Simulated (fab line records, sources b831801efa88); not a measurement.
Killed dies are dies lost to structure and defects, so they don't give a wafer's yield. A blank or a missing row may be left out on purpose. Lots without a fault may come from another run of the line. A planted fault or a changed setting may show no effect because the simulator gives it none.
Problem report in the 8D (eight disciplines) form, filled by code | flow sky130 | the parts of the form that need people (team, actions taken, sign-off) are left out

1. THE PROBLEM
oes_product_au at SKY_VIA3_ETCH_14 reads a mean of 0.957 a.u. on 3 wafers of 2 lots; wafers without a fault read 0.855 a.u. with a standard deviation of 0.0045. That is +23 standard deviations from the usual mean.
The step: etches BARC in N2/H2, stops on SiO2, time 45.9 s, target depth 60 nm.
First seen on wafer L814.5, day 42 09:59, on rie_diel-01. The record holds 42 wafers of 14 lots with a number at this step. Rule for "out", or "out of limits": more than 4 standard deviations from the usual mean. The other wafers with a number count as sound.

2. WHAT IT IS AND WHAT IT IS NOT
question                    | is                           | is not
which readings at this step | oes_product_au, run_length_s | drypump_motor_current_A, throttle_valve_pct
which lots                  | L814, L816                   | L806, L807, L813, L817, L818, L820, L821, L822, L824, L826, L827, L828
which wafers of those lots  | L814.5, L814.6, L816.5       | L814.4, L816.2, L816.3
read on which tools         | rie_diel-01                  | rie_diel-03, rie_diel-04
when                        | from day 42 09:59            | up to then (10 sound wafers); but 29 sound wafers of L816, L817, L818, L820, L821, L822, L824, L826, L827, L828 came after

3. SUSPECTS, AND WHAT RULES EACH OUT
Counting: a tool at a process step up to the reading stays a suspect if it ran every lot that is out. Sound lots after the first of them don't rule it out here, since some wafers of a struck lot are sound.
- pecvd-03 at SKY_CONTACT_CVD_00 (deposits Si3N4, target thk 75 nm): kept. It ran every lot that is out, first L814 (day 33 12:53).
- rie_diel-01 at SKY_VIA3_ETCH_14 (etches BARC in N2/H2, stops on SiO2, time 45.9 s, target depth 60 nm): kept. It ran every lot that is out, first L814 (day 42 09:59). Its own readings are out on those wafers: oes_product_au, run_length_s.
Left after counting: pecvd-03 at SKY_CONTACT_CVD_00, rie_diel-01 at SKY_VIA3_ETCH_14.

4. THE CAUSE (what the simulator had put in)
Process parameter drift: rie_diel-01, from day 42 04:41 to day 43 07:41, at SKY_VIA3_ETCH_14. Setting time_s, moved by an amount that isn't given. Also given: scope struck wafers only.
Counting left 2 suspects, and this tool is among them.

5. THE CHAIN OF EFFECTS, in route order
Each row: a reading whose mean over the struck wafers that have a number lies more than 3 standard deviations from the usual. Only readings for which the record gives a usual standard deviation are gone through. hours: the time from each lot's start at the first step in this table that gives one to its start at this step, as a median over the lots. sigmas: the change in usual standard deviations.
hours | step             | reading        | usual      | on struck wafers | change | sigmas
0     | SKY_VIA3_ETCH_14 | oes_product_au | 0.855 a.u. | 0.957            | +0.102 | +23
0     | SKY_VIA3_ETCH_14 | run_length_s   | 74.2 s     | 68.4             | -5.8   | -13
The process steps in it:
- SKY_VIA3_ETCH_14: etches BARC in N2/H2, stops on SiO2, time 45.9 s, target depth 60 nm.

6. WHAT WOULD HAVE CAUGHT IT SOONER
In this record the first reading out of limits was taken at day 42 09:59, 5 hours after the fault began at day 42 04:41.
